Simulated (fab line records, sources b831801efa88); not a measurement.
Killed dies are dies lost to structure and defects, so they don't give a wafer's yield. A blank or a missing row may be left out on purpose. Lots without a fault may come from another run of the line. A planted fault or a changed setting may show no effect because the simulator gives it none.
One fault seen from 2 desks | flow sfq_line | each desk has only its own numbers; what lay behind them comes last

THE TOOL OWNER'S DESK: furnace-02
The tool's own readings at SFQ_TRILAYER_INCOMING_OXIDATION_002 (target thk 500 nm, ox time 4939 s): means of the sampled wafers that have a number, for each lot that ran on this tool. A lot is out of limits, marked OUT, if its mean lies more than 4 standard deviations from the usual mean; the brackets give that distance.
Columns: A = spike_tc_centre_C at SFQ_TRILAYER_INCOMING_OXIDATION_002, usual 1000.3 C; B = spike_tc_lower_C at SFQ_TRILAYER_INCOMING_OXIDATION_002, usual 1000.0 C; C = spike_tc_top_C at SFQ_TRILAYER_INCOMING_OXIDATION_002, usual 1009.2 C; D = spike_tc_upper_C at SFQ_TRILAYER_INCOMING_OXIDATION_002, usual 999.5 C; E = tube_center_temp_C at SFQ_TRILAYER_INCOMING_OXIDATION_002, usual 1000 C; F = tube_center_temp_C_max at SFQ_TRILAYER_INCOMING_OXIDATION_002, usual 1002.6
lot  | first seen here | A                | B                | C      | D                | E             | F
L723 | day 2 16:07     | 999.9            | 999.8            | 1006.2 | 999.0            | 1000          | 1002.6
L725 | day 3 02:07     | 998.7            | 999.0            | 1006.5 | 1000.7           | 1000          | 1002.9
L733 | day 4 18:13     | 991.8 (-6.1) OUT | 992.7 (-7.6) OUT | 999.1  | 992.5 (-7.0) OUT | 993 (-82) OUT | 994.9 (-18) OUT
L735 | day 5 04:07     | 991.5 (-6.3) OUT | 992.2 (-8.1) OUT | 999.0  | 992.4 (-7.1) OUT | 993 (-82) OUT | 994.9 (-18) OUT
This desk's finding: out of limits on L733, L735; first on L733, day 4 18:13 (spike_tc_centre_C at SFQ_TRILAYER_INCOMING_OXIDATION_002). In limits: L723, L725.

THE METROLOGY DESK
What the gauges read, lot by lot, whatever tool the lot ran on: means of the sampled wafers that have a number. A lot is out of limits, marked OUT, if its mean lies more than 4 standard deviations from the usual mean; the brackets give that distance.
Columns: A = INCOMING_BOW at SFQ_INCOMING_BOW_MEAS_900, usual 0 um
lot  | first seen here | A
L723 | day 2 16:00     | -10
L725 | day 3 02:02     | -1
L733 | day 4 18:06     | 2
L735 | day 5 04:01     | 2
L738 | day 5 19:00     | 4
L740 | day 6 05:01     | -7
This desk's finding: nothing out of limits on any of the 6 lots.

PUT TOGETHER
The tool owner's desk could have raised an alarm at day 4 18:13, on L733, L735.
The metrology desk saw nothing out of limits.
The metrology desk has L733, L735 on record, within its limits.
Of the lots named, all ran SFQ_TRILAYER_INCOMING_OXIDATION_002 on furnace-02.

WHAT THE SIMULATOR HAD PUT IN
Process parameter drift: furnace-02, from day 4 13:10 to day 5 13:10, at SFQ_TRILAYER_INCOMING_OXIDATION_002. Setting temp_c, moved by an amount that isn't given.
Lots struck among those shown: L733, L735.
Hours from the fault's start to each desk's first reading out of limits: the tool owner's desk, 5.
